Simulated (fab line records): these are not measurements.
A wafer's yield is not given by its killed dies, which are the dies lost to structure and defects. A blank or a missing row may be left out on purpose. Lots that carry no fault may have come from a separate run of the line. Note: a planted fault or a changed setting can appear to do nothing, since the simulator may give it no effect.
A lot that was struck, set against a sound lot ; flow sky130 ; 38 out of 708 route steps
Sound: the wafers L908.3, L908.4, L908.6. Wafers L910.2, L910.4, L910.5 were the ones struck. The cause is given at the end.
Order at every step that has rows: each side's tool, ch and its chambers, its first start. Under that, the readings that differ: sound wafers ; struck wafers ; difference of the means ; sigmas: that difference in standard deviations of wafers without a fault.
alike: words and numbers the same on both sides, and readings whose means are apart by under 2 such deviations; not compared: readings that were withheld, readings missing a value for some wafer, numbers with overlapping values and no deviation given by the record, and bounds like >300 which may hide the same value.
The two part at a step that has a row with sigmas, a row that says differs or no value, or rows on one side only. Numbers that have no deviation but don't overlap get no sigmas and don't part them. A reading that every wafer of one side lacks parts them only if that side has two wafers or more.

first, 11 steps without rows for these wafers: SKY_FIELD_ISO_COAT_08 (resist thk 450 nm); SKY_FIELD_ISO_SOFTBAKE_09 (time 90 s); SKY_FIELD_ISO_EXPOSE_10 (exposes mask FOM, target cd 150 nm); SKY_FIELD_ISO_PEB_11; SKY_FIELD_ISO_DEVELOP_12 (develop time 60 s); SKY_FIELD_ISO_ETCH_14 (etches BARC in N2/H2, stops on SiO2, time 45.9 s, target depth 60 nm); SKY_FIELD_ISO_ETCH_15 (etches the open film in CHF3/O2, stops on Si, target depth 180 nm, time 72 s); SKY_FIELD_ISO_STRIP_16 (strips in O2/N2); SKY_FIELD_ISO_ETCH_17 (etches Si in HBr/Cl2/O2, target depth 342 nm, time 97.7 s); SKY_FIELD_ISO_WET_ETCH_18 (etches Si3N4 in H3PO4, target depth 25 nm, time 286 s); SKY_FIELD_ISO_CLEAN_19 (cleans in SC1/SC2, time 150 s).
SKY_FIELD_ISO_CLEAN_20: cleans in dHF, time 20 s.
  sound on wet-bench-04 ch 3, day 2 17:25; struck on wet-bench-04 ch 3, day 3 03:16
then, 25 steps without rows for these wafers: SKY_FIELD_ISO_WET_ETCH_21 (etches SiO2 in dHF, target depth 20 nm, time 400 s); SKY_FIELD_ISO_OXIDATION_22 (stabilise 600 s, purge 300 s, target thk 10 nm); SKY_FIELD_ISO_CVD_24 (deposits SiO2, target thk 595 nm, time 99.2 s); SKY_FIELD_ISO_ANNEAL_26 (time 1800 s); SKY_FIELD_ISO_CMP_27 (polishes, stops on Si3N4, t overpolish 16 s, target thk 457.8 nm); SKY_FIELD_ISO_WET_ETCH_28 (etches SiO2 in dHF, target depth 23.7 nm, time 47 s); SKY_FIELD_ISO_WET_ETCH_29 (etches Si3N4 in H3PO4, target depth 160 nm, time 1825 s); SKY_FIELD_ISO_WET_ETCH_30 (etches SiO2 in dHF, target depth 25 nm, time 50 s); SKY_NWELL_CLEAN_00 (cleans in SC1/SC2, time 150 s); SKY_NWELL_OXIDATION_01 (stabilise 600 s, purge 300 s, target thk 10 nm); SKY_DNWELL_DEHYDRATE_00 (time 60 s); SKY_DNWELL_HMDS_01 (prime time 60 s); SKY_DNWELL_COAT_02 (resist thk 3000 nm); SKY_DNWELL_SOFTBAKE_03; SKY_DNWELL_EXPOSE_04 (exposes mask DNM, target cd 3000 nm); SKY_DNWELL_PEB_05; SKY_DNWELL_DEVELOP_06 (develop time 60 s); SKY_DNWELL_IMPLANT_07; SKY_DNWELL_STRIP_08 (strips in O2/N2); SKY_PWDE_DEHYDRATE_00 (time 60 s); SKY_PWDE_HMDS_01 (prime time 60 s); SKY_PWDE_COAT_02 (resist thk 3000 nm); SKY_PWDE_SOFTBAKE_03; SKY_PWDE_EXPOSE_04 (exposes mask PWDEM, target cd 840 nm); SKY_PWDE_PEB_05.
-- the record jumps here: 44 days lie between the struck wafers' starts before and after (it left off in module PWDE and takes up again in module PAD_OPEN, whose first step shown is number 708 of the route) --
SKY_PAD_OPEN_PROBE_99:
  sound on prober-02, day 46 11:46; struck on prober-02, day 46 22:02
reading;sound;struck;difference;sigmas
hold;- - -;await-dispo/1.8h/release await-dispo/1.8h/release await-dispo/1.8h/release;no value on the sound wafers;
killed-at-front-end;16 18 15;59 58 57;+42;+10
killed-dies;86 92 83;118 129 118;+35;+4
  alike: killed_at_M0_to_M3, killed_at_M4_up, killed-at-contacts, killed-at-other, killed-open, killed-short

WHERE THEY PART
At SKY_PAD_OPEN_PROBE_99 and nowhere else, as far as this record goes.

WHY: what the simulator had put in
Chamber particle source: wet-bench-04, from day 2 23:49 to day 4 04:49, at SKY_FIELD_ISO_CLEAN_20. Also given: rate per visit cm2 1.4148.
